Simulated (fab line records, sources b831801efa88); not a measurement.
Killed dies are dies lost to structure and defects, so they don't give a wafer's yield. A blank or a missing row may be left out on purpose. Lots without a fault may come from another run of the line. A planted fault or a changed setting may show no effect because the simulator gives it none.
Which tool did it? | flow sky130 | 15 lots, 45 wafers sampled, at 6 steps of a route of 708

WHAT THE GAUGES READ, wafer by wafer
SKY_SONOS_ONO_OVL_MEAS_14.
lot  | measured     | on         | SONOS_ONO_OVL (nm)
L267 | day 13 08:51 | overlay-01 | 2.1 2.0 -1.5
L269 | day 14 02:14 | overlay-02 | 0.4 1.1 -0.3
L270 | day 14 06:36 | overlay-01 | -1.4 -0.3 -0.4
L271 | day 14 23:21 | overlay-02 | 0.1 -2.2 0.1
L272 | day 15 03:04 | overlay-01 | 3.0 1.0 2.5
L274 | day 15 10:03 | overlay-01 | 2.3 2.2 2.3
L275 | day 16 04:34 | overlay-01 | -0.9 -1.1 0.0
L280 | day 17 17:16 | overlay-02 | -0.7 0.7 1.1
L279 | day 17 17:50 | overlay-01 | 3.3 2.0 1.0
L281 | day 17 18:22 | overlay-02 | 1.3 1.8 0.4
L284 | day 18 22:54 | overlay-02 | -2.2 -2.6 -2.6
L285 | day 19 03:36 | overlay-02 | 0.9 0.1 -0.7
L286 | day 19 07:29 | overlay-02 | 0.3 -0.6 0.2
L289 | day 20 10:45 | overlay-02 | 0.5 2.5 1.8
L290 | day 21 06:15 | overlay-02 | 0.4 0.9 -0.6

SKY_POLY_GATE_OVL_MEAS_14.
lot  | measured     | on         | POLY_GATE_OVL (nm)
L267 | day 17 05:50 | overlay-02 | -9 1 -7
L269 | day 18 00:41 | overlay-02 | 1 0 2
L270 | day 18 04:22 | overlay-01 | 10 5 -2
L271 | day 18 23:55 | overlay-02 | -8 -14 -7
L272 | day 19 06:01 | overlay-02 | -4 0 0
L274 | day 19 11:26 | overlay-02 | 1 4 1
L275 | day 20 10:23 | overlay-01 | 2 5 10
L280 | day 21 20:15 | overlay-01 | 9 1 3
L279 | day 22 00:05 | overlay-01 | -5 2 13
L281 | day 22 00:45 | overlay-01 | -1 -3 3
L284 | day 23 02:11 | overlay-01 | 3 3 -2
L285 | day 23 07:03 | overlay-01 | -2 -2 3
L286 | day 23 10:36 | overlay-01 | -5 -8 -4
L289 | day 24 14:38 | overlay-02 | 3 5 0
L290 | day 25 07:23 | overlay-02 | 5 6 3

SKY_LDD_P_TW_MEAS_11.
lot  | measured     | on            | LDD_P_TW
L267 | day 19 22:59 | film_metro-01 | 612 617 617
L269 | day 20 18:35 | film_metro-01 | 621 620 620
L270 | day 20 22:19 | film_metro-03 | 637 640 640
L271 | day 21 17:40 | film_metro-02 | 632 631 630
L272 | day 21 23:07 | film_metro-02 | 631 630 630
L274 | day 22 05:14 | film_metro-02 | 629 632 631
L275 | day 23 02:46 | film_metro-02 | 629 630 628
L280 | day 24 12:23 | film_metro-02 | 634 634 627
L279 | day 24 16:55 | film_metro-02 | 630 630 630
L281 | day 24 17:25 | film_metro-02 | 634 632 631
L284 | day 25 16:56 | film_metro-02 | 30 30 30
L285 | day 25 21:23 | film_metro-02 | 30 30 30
L286 | day 26 01:26 | film_metro-02 | 30 30 30
L289 | day 27 04:23 | film_metro-03 | 640 638 635
L290 | day 27 22:43 | film_metro-02 | 630 631 631

WHICH TOOL RAN EACH LOT (tool, then ch and the chambers of the sampled wafers, then the start)
lot  | SKY_POLY_GATE_ETCH_17            | SKY_LDD_N_STRIP_16                   | SKY_LDD_P_STRIP_10
L267 | rie_si-01 ch 1,2,3, day 17 06:04 | plasma_asher-03 ch 0,1, day 18 15:29 | plasma_asher-02 ch 0,1, day 19 22:53
L269 | rie_si-01 ch 0,1,3, day 18 00:54 | plasma_asher-02 ch 0,1, day 19 10:59 | plasma_asher-03 ch 0,1, day 20 18:29
L270 | rie_si-02 ch 1,2, day 18 04:34   | plasma_asher-02 ch 0,1, day 19 14:56 | plasma_asher-02 ch 0,1, day 20 22:13
L271 | rie_si-01 ch 0,2, day 19 00:08   | plasma_asher-04 ch 0,1, day 20 10:32 | plasma_asher-02 ch 0,1, day 21 17:34
L272 | rie_si-01 ch 0,2,3, day 19 06:13 | plasma_asher-03 ch 0,1, day 20 16:26 | plasma_asher-03 ch 0,1, day 21 23:02
L274 | rie_si-02 ch 1,2,3, day 19 11:39 | plasma_asher-03 ch 0,1, day 20 21:55 | plasma_asher-01 ch 0,1, day 22 05:08
L275 | rie_si-01 ch 0,1,3, day 20 10:36 | plasma_asher-02 ch 0,1, day 21 20:20 | plasma_asher-02 ch 0,1, day 23 02:40
L280 | rie_si-02 ch 1,3, day 21 20:28   | plasma_asher-04 ch 0,1, day 23 06:39 | plasma_asher-02 ch 0,1, day 24 12:18
L279 | rie_si-01 ch 0,1,2, day 22 00:19 | plasma_asher-04 ch 1, day 23 10:17   | plasma_asher-03 ch 0, day 24 16:49
L281 | rie_si-02 ch 0,3, day 22 00:58   | plasma_asher-02 ch 0,1, day 23 10:48 | plasma_asher-02 ch 0,1, day 24 17:19
L284 | rie_si-01 ch 2,3, day 23 02:23   | plasma_asher-03 ch 0,1, day 24 10:50 | plasma_asher-03 ch 0,1, day 25 16:50
L285 | rie_si-02 ch 0,1,2, day 23 07:16 | plasma_asher-02 ch 0,1, day 24 15:23 | plasma_asher-02 ch 0,1, day 25 21:17
L286 | rie_si-01 ch 1,2,3, day 23 10:49 | plasma_asher-03 ch 0,1, day 24 19:26 | plasma_asher-02 ch 0,1, day 26 01:20
L289 | rie_si-02 ch 0,1, day 24 14:50   | plasma_asher-04 ch 0,1, day 25 22:46 | plasma_asher-01 ch 0,1, day 27 04:17
L290 | rie_si-01 ch 1,2,3, day 25 07:37 | plasma_asher-02 ch 0,1, day 26 17:10 | plasma_asher-03 ch 0,1, day 27 22:37
- SKY_POLY_GATE_ETCH_17: etches poly-Si in HBr/Cl2, stops on SiO2, target depth 180 nm, time 70.5 s.
- SKY_LDD_N_STRIP_16: strips in O2/N2.
- SKY_LDD_P_STRIP_10: strips in O2/N2.

WHAT THE TOOLS THEMSELVES READ (means of the sampled wafers that have a number; where no wafer has one, the mark that the record gives instead)
SKY_POLY_GATE_ETCH_17.
lot  | tool      | drypump_motor_current_A (A) | oes_product_au (a.u.) | rf_fwd_power_W (W) | throttle_valve_pct (%)
L267 | rie_si-01 | 6.0                         | 0.989                 | 397.0              | 33.681
L269 | rie_si-01 | 5.9                         | 0.978                 | 397.3              | 33.686
L270 | rie_si-02 | 5.5                         | 0.983                 | 397.1              | 33.681
L271 | rie_si-01 | 6.1                         | 0.983                 | 397.1              | 33.685
L272 | rie_si-01 | 6.1                         | 0.985                 | 396.7              | 33.680
L274 | rie_si-02 | 5.6                         | 0.991                 | 396.6              | 33.685
L275 | rie_si-01 | 5.9                         | 0.988                 | 396.9              | 33.681
L280 | rie_si-02 | 5.9                         | 0.985                 | 396.5              | 33.690
L279 | rie_si-01 | 5.8                         | 0.973                 | 398.8              | 33.677
L281 | rie_si-02 | 5.8                         | 0.981                 | 394.9              | 33.688
L284 | rie_si-01 | 6.3                         | 0.985                 | 397.0              | 33.690
L285 | rie_si-02 | 5.4                         | 0.985                 | 396.4              | 33.687
L286 | rie_si-01 | 6.0                         | 0.983                 | 397.4              | 33.681
L289 | rie_si-02 | 5.7                         | 0.987                 | 395.8              | 33.679
L290 | rie_si-01 | 6.0                         | 0.993                 | 396.6              | 33.691

SKY_LDD_N_STRIP_16.
lot  | tool            | chamber_pressure_mTorr (mTorr) | drypump_motor_current_A (A) | oes_product_au (a.u.) | strip_time_to_endpoint_s (s)
L267 | plasma_asher-03 | 1500                           | 6.0                         | 0.407                 | 4.317
L269 | plasma_asher-02 | 1501                           | 5.2                         | 0.406                 | 4.331
L270 | plasma_asher-02 | 1501                           | 5.2                         | 0.406                 | 4.312
L271 | plasma_asher-04 | 1500                           | 6.2                         | 0.403                 | 4.316
L272 | plasma_asher-03 | 1498                           | 6.1                         | 0.401                 | 4.325
L274 | plasma_asher-03 | 1500                           | 6.1                         | 0.402                 | 4.316
L275 | plasma_asher-02 | 1501                           | 5.2                         | 0.406                 | 4.311
L280 | plasma_asher-04 | 1499                           | 6.1                         | 0.406                 | 4.316
L279 | plasma_asher-04 | 1500                           | 6.1                         | 0.404                 | 4.311
L281 | plasma_asher-02 | 1501                           | 5.2                         | 0.406                 | 4.332
L284 | plasma_asher-03 | -                              | -                           | -                     | -
L285 | plasma_asher-02 | -                              | -                           | -                     | -
L286 | plasma_asher-03 | -                              | -                           | -                     | -
L289 | plasma_asher-04 | 1499                           | 6.2                         | 0.407                 | 4.315
L290 | plasma_asher-02 | 1499                           | 5.2                         | 0.405                 | 4.294

SKY_LDD_P_STRIP_10.
lot  | tool            | chamber_pressure_mTorr (mTorr) | drypump_motor_current_A (A) | oes_product_au (a.u.) | strip_time_to_endpoint_s (s)
L267 | plasma_asher-02 | 1499.8                         | 5.2                         | 0.719                 | 14.13
L269 | plasma_asher-03 | 1500.1                         | 6.1                         | 0.714                 | 14.19
L270 | plasma_asher-02 | 1499.9                         | 5.2                         | 0.714                 | 14.17
L271 | plasma_asher-02 | 1500.3                         | 5.2                         | 0.712                 | 14.12
L272 | plasma_asher-03 | 1500.5                         | 6.0                         | 0.716                 | 14.12
L274 | plasma_asher-01 | 1500.1                         | 6.0                         | 0.715                 | 14.15
L275 | plasma_asher-02 | 1500.4                         | 5.2                         | 0.716                 | 14.13
L280 | plasma_asher-02 | 1499.8                         | 5.2                         | 0.709                 | 14.17
L279 | plasma_asher-03 | 1500.1                         | 6.1                         | 0.717                 | 14.26
L281 | plasma_asher-02 | 1499.2                         | 5.2                         | 0.714                 | 14.19
L284 | plasma_asher-03 | 1500.3                         | 6.1                         | 0.718                 | 18.70
L285 | plasma_asher-02 | 1499.3                         | 5.2                         | 0.711                 | 18.73
L286 | plasma_asher-02 | 1500.0                         | 5.2                         | 0.719                 | 18.73
L289 | plasma_asher-01 | 1498.9                         | 5.6                         | 0.712                 | 14.17
L290 | plasma_asher-03 | 1500.8                         | 6.1                         | 0.715                 | 14.22

THE ANSWER, worked out from the rows above alone
Rule: what is usual is taken from the lots themselves. Put in order of their means at a reading, lots are off if they are a third of the lots or fewer, leave a main group of 4 or more, and stand apart from it by a gap of 3 or more times the standard deviation of the main group's means; of several such gaps the widest counts. A main group whose means are all the same, to the digits that the tables above print for the reading, isn't used. A lot without any number at a reading at which 4 lots or more have one is off too. The other lots that the step has rows for count as sound. The gauges are gone through in route order, then the tools' own readings, and for those a lot's mean is taken as printed above. The first step at which some lot is off is used, and at that step the reading that is off furthest; a lot without a number counts as furthest.
Off: L284, L285, L286, at SKY_LDD_P_TW_MEAS_11 (LDD_P_TW). The main group: mean 630, standard deviation 6.2.
A tool fits if, at a process step before that reading, it ran every lot that is off, and no sound lot after the first of them. The gauges at SKY_LDD_P_TW_MEAS_11 aren't tried: what is off there is off at SKY_LDD_N_STRIP_16 too, on other tools, and a gauge's error can't cause that. None of those tried fits.

WHAT THE SIMULATOR HAD PUT IN
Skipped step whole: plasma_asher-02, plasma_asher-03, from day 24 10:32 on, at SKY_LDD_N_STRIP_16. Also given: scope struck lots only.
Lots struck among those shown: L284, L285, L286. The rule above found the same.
